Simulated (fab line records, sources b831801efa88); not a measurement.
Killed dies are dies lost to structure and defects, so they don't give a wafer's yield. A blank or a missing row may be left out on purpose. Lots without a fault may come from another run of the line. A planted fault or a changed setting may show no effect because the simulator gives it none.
Which tool did it? | flow gf180mcu | 14 lots, 42 wafers sampled, at 4 steps of a route of 602

WHAT THE GAUGES READ, wafer by wafer
GF_V3_OVL_MEAS_15. Usual: V3_OVL -3 nm, standard deviation 5.8.
lot  | measured     | on         | V3_OVL (nm) | flag
L483 | day 22 10:38 | overlay-01 | -3 -10 0    |
L484 | day 22 18:42 | overlay-01 | 2 -1 -5     |
L485 | day 23 03:39 | overlay-02 | -8 -17 -14  |
L486 | day 23 17:44 | overlay-02 | -6 -14 1    |
L487 | day 24 03:53 | overlay-01 | -1 1 0      |
L489 | day 24 16:14 | overlay-02 | -2 -2 -3    |
L493 | day 25 19:53 | overlay-01 | 0 1 -11     |
L495 | day 26 14:40 | overlay-01 | -1 -10 -4   |
L500 | day 28 00:46 | overlay-02 | -7 -4 -7    |
L501 | day 28 17:32 | overlay-02 | 3 -1 6      |
L502 | day 28 21:02 | overlay-02 | 2 -8 1      |
L503 | day 29 00:29 | overlay-02 | 0 -6 -2     |
L504 | day 29 02:24 | overlay-01 | -9 -10 -6   |
L506 | day 29 18:45 | overlay-01 | -6 -13 -12  |

GF_M5_OVL_MEAS_08. Usual: M5_OVL 1 nm, standard deviation 5.3.
lot  | measured     | on         | M5_OVL (nm) | flag
L483 | day 26 08:41 | overlay-01 | 7 9 1       |
L484 | day 26 15:00 | overlay-02 | 0 -4 1      |
L485 | day 26 23:45 | overlay-02 | 8 7 0       |
L486 | day 27 11:41 | overlay-02 | 2 5 -6      |
L487 | day 27 20:20 | overlay-01 | 4 2 0       |
L489 | day 28 08:05 | overlay-01 | 1 3 5       |
L493 | day 29 06:53 | overlay-01 | -7 -9 -6    |
L495 | day 30 02:13 | overlay-02 | 4 -6 1      |
L500 | day 31 07:40 | overlay-01 | 9 3 8       |
L501 | day 32 00:50 | overlay-01 | -6 -4 -1    |
L502 | day 32 03:08 | overlay-01 | -1 2 0      |
L503 | day 32 05:50 | overlay-01 | 4 7 8       |
L504 | day 32 07:41 | overlay-02 | 7 5 1       |
L506 | day 32 20:20 | overlay-02 | -1 -2 -2    |

WHICH TOOL RAN EACH LOT (tool, then ch and the chambers of the sampled wafers, then the start)
lot  | GF_HV_LDD_STRIP_10                   | GF_V3_ETCH_17
L483 | plasma_asher-03 ch 0,1, day 10 00:17 | rie_diel-01 ch 1,2, day 26 08:41 or earlier
L484 | plasma_asher-02 ch 0,1, day 10 10:50 | rie_diel-01 ch 2,3, day 26 15:00 or earlier
L485 | plasma_asher-03 ch 0,1, day 10 15:17 | rie_diel-04 ch 0,2, day 26 23:45 or earlier
L486 | plasma_asher-01 ch 1, day 11 05:41   | rie_diel-04 ch 0,2, day 27 11:41 or earlier
L487 | plasma_asher-02 ch 0,1, day 11 11:53 | rie_diel-01 ch 2,3, day 27 20:20 or earlier
L489 | plasma_asher-02 ch 0,1, day 11 23:32 | rie_diel-01 ch 0,2, day 28 08:05 or earlier
L493 | plasma_asher-01 ch 0,1, day 13 00:40 | rie_diel-02 ch 0,2,3, day 29 06:53 or earlier
L495 | plasma_asher-01 ch 0,1, day 13 19:04 | rie_diel-04 ch 1,2, day 30 02:13 or earlier
L500 | plasma_asher-03 ch 0,1, day 15 03:46 | rie_diel-01 ch 0,2, day 31 07:40 or earlier
L501 | plasma_asher-02 ch 0,1, day 15 22:05 | rie_diel-02 ch 0,2,3, day 32 00:50 or earlier
L502 | plasma_asher-03 ch 0,1, day 15 22:25 | rie_diel-04 ch 0,1, day 32 03:08 or earlier
L503 | plasma_asher-02 ch 0,1, day 16 04:49 | rie_diel-02 ch 0,1,2, day 32 05:50 or earlier
L504 | plasma_asher-02 ch 0,1, day 16 11:50 | rie_diel-01 ch 0,1,2, day 32 07:41 or earlier
L506 | plasma_asher-02 ch 0,1, day 17 02:37 | rie_diel-01 ch 1,2,3, day 32 20:20 or earlier
- GF_HV_LDD_STRIP_10: strips in O2/N2.
- GF_V3_ETCH_17: etches SiO2 in C4F8/O2/Ar, stops on TiN, target depth 635 nm.

WHAT THE TOOLS THEMSELVES READ (means of the sampled wafers that have a number; where no wafer has one, the mark that the record gives instead)
GF_HV_LDD_STRIP_10. Usual: drypump_motor_current_A 5.8 A, standard deviation 0.5; heater_power_w 331 W, standard deviation 23; oes_product_au 0.716 a.u., standard deviation 0.0047; strip_time_to_endpoint_s 12.65 s, standard deviation 0.04.
lot  | tool            | drypump_motor_current_A (A) | heater_power_w (W) | oes_product_au (a.u.) | strip_time_to_endpoint_s (s) | flag
L483 | plasma_asher-03 | 5.3                         | 327                | 0.717                 | 12.71                        |
L484 | plasma_asher-02 | 6.2                         | 329                | 0.718                 | 12.69                        |
L485 | plasma_asher-03 | 5.2                         | 328                | 0.710                 | 12.65                        |
L486 | plasma_asher-01 | 4.9                         | 342                | 0.718                 | 12.67                        |
L487 | plasma_asher-02 | 6.0                         | 328                | 0.718                 | 12.62                        |
L489 | plasma_asher-02 | 6.0                         | 325                | 0.714                 | 12.67                        |
L493 | plasma_asher-01 | 5.6                         | 363                | 0.716                 | 12.66                        |
L495 | plasma_asher-01 | 5.2                         | 351                | 0.718                 | 12.69                        |
L500 | plasma_asher-03 | 5.6                         | 311                | 0.715                 | 12.61                        |
L501 | plasma_asher-02 | 6.0                         | 328                | 0.720                 | 12.63                        |
L502 | plasma_asher-03 | 5.6                         | 309                | 0.714                 | 12.70                        |
L503 | plasma_asher-02 | 6.2                         | 323                | 0.718                 | 12.61                        |
L504 | plasma_asher-02 | 6.0                         | 327                | 0.714                 | 12.67                        |
L506 | plasma_asher-02 | 6.0                         | 326                | 0.716                 | 12.62                        |

GF_V3_ETCH_17. Usual: oes_product_au 0.856 a.u., standard deviation 0.0045.
lot  | tool        | oes_product_au (a.u.) | flag
L483 | rie_diel-01 | 0.860                 |
L484 | rie_diel-01 | 0.860                 |
L485 | rie_diel-04 | 0.854                 |
L486 | rie_diel-04 | 0.854                 |
L487 | rie_diel-01 | 0.857                 |
L489 | rie_diel-01 | 0.858                 |
L493 | rie_diel-02 | 0.864                 |
L495 | rie_diel-04 | 0.856                 |
L500 | rie_diel-01 | 0.855                 |
L501 | rie_diel-02 | 0.860                 |
L502 | rie_diel-04 | 0.852                 |
L503 | rie_diel-02 | 0.854                 |
L504 | rie_diel-01 | 0.861                 |
L506 | rie_diel-01 | 0.860                 |

THE ANSWER, worked out from the rows above alone
Rule: a lot is off if the mean of its wafers that have a number lies more than 3 standard deviations from the usual mean. A lot without any number at a reading at which 4 lots or more have one is off too. The other lots that the step has rows for count as sound. The gauges are gone through in route order, then the tools' own readings, and for those a lot's mean is taken as printed above. The first step at which some lot is off is used, and at that step the reading that is off furthest; a lot without a number counts as furthest.
No lot is off at any reading shown: from this, nothing can be told.

WHAT THE SIMULATOR HAD PUT IN
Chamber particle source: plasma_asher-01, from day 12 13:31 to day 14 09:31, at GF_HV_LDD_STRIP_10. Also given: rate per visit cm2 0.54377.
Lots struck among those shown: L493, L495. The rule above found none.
